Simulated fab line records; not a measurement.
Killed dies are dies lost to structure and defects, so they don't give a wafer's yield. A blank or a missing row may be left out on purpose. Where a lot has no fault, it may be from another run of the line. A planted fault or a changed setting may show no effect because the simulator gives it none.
8D (eight disciplines) problem report, filled in by code + flow sfq-line + the parts of the form that need people (team, actions taken, sign-off) are left out

== 1. PROBLEM STATEMENT ==
Mean of oes-product-au at SFQ_TRILAYER_M5_BARC_OPEN_METAL_ETCH_161: 0.617 a.u. across 4 wafers in 2 lots; on wafers with no fault it is 0.685 a.u. (standard deviation 0.005). That is -14 standard deviations from the usual mean.
The step: etches BARC in O2, target depth 125 nm, time 41.7 s.
Seen first at day 53 14:00 on rie-metal-04, wafer L845.3. The record has a number at this step for 42 wafers belonging to 14 lots. By rule, "out" or "out of limits" means more than 4 standard deviations away from the usual mean. The other wafers with a number count as sound.

== 2. WHAT IT IS, AND WHAT IT ISN'T ==
| question                    | is                             | is not                                                                                             |
|-----------------------------|--------------------------------|----------------------------------------------------------------------------------------------------|
| which readings at this step | oes-product-au, run-length-s   | drypump-motor-current-A                                                                            |
| which lots                  | L845, L846                     | L836, L837, L838, L839, L840, L842, L843, L849, L855, L856, L857, L858                             |
| which wafers of those lots  | L845.3, L845.4, L846.3, L846.4 | L845.1, L846.1                                                                                     |
| read on which tools         | rie-metal-04                   | rie-metal-02, rie-metal-03                                                                         |
| when                        | from day 53 14:00              | up to then (22 sound wafers); but 16 sound wafers of L846, L849, L855, L856, L857, L858 came after |

== 3. WHAT RULES OUT EACH SUSPECT ==
Counting: any tool at a process step up to the reading remains a suspect provided it ran every lot that is out. Sound lots after the first of them don't rule it out here, since some wafers of a struck lot are sound.
- rie-metal-04 at SFQ_TRILAYER_M5_BARC_OPEN_METAL_ETCH_161 (etches BARC in O2, target depth 125 nm, time 41.7 s): kept. Ran every lot that is out, first one L845 (day 53 14:00); last sound lot up to then L843 (day 53 00:13). Out on those wafers are its own readings of oes-product-au, run-length-s.
Left after counting: rie-metal-04 at SFQ_TRILAYER_M5_BARC_OPEN_METAL_ETCH_161.

== 4. THE CAUSE (what the simulator had put in) ==
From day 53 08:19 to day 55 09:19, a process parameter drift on rie-metal-04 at SFQ_TRILAYER_M5_BARC_OPEN_METAL_ETCH_161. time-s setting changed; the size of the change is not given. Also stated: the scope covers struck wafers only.
After counting, this tool was the only one left.

== 5. SEQUENCE OF EFFECTS, ordered by route ==
Each row: a reading whose mean over the struck wafers that have a number lies more than 3 standard deviations from the usual. Only readings for which the record gives a usual standard deviation are gone through. hours: the time from each lot's start at the first step in this table that gives one to its start at this step, as a median over the lots. sigmas: the change in usual standard deviations.
| hours | step                                     | reading        | usual      | on struck wafers | change | sigmas |
|-------|------------------------------------------|----------------|------------|------------------|--------|--------|
| 0     | SFQ_TRILAYER_M5_BARC_OPEN_METAL_ETCH_161 | oes-product-au | 0.685 a.u. | 0.617            | -0.068 | -14    |
| 0     | SFQ_TRILAYER_M5_BARC_OPEN_METAL_ETCH_161 | run-length-s   | 70.6 s     | 81.2             | +10.6  | +13    |
Here are the process steps it includes:
- SFQ_TRILAYER_M5_BARC_OPEN_METAL_ETCH_161: etches BARC in O2, target depth 125 nm, time 41.7 s.

== 6. WHAT WOULD HAVE CAUGHT IT SOONER ==
In this record no reading fell out of limits until day 53 14:00, 6 hours after the fault had begun at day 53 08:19.
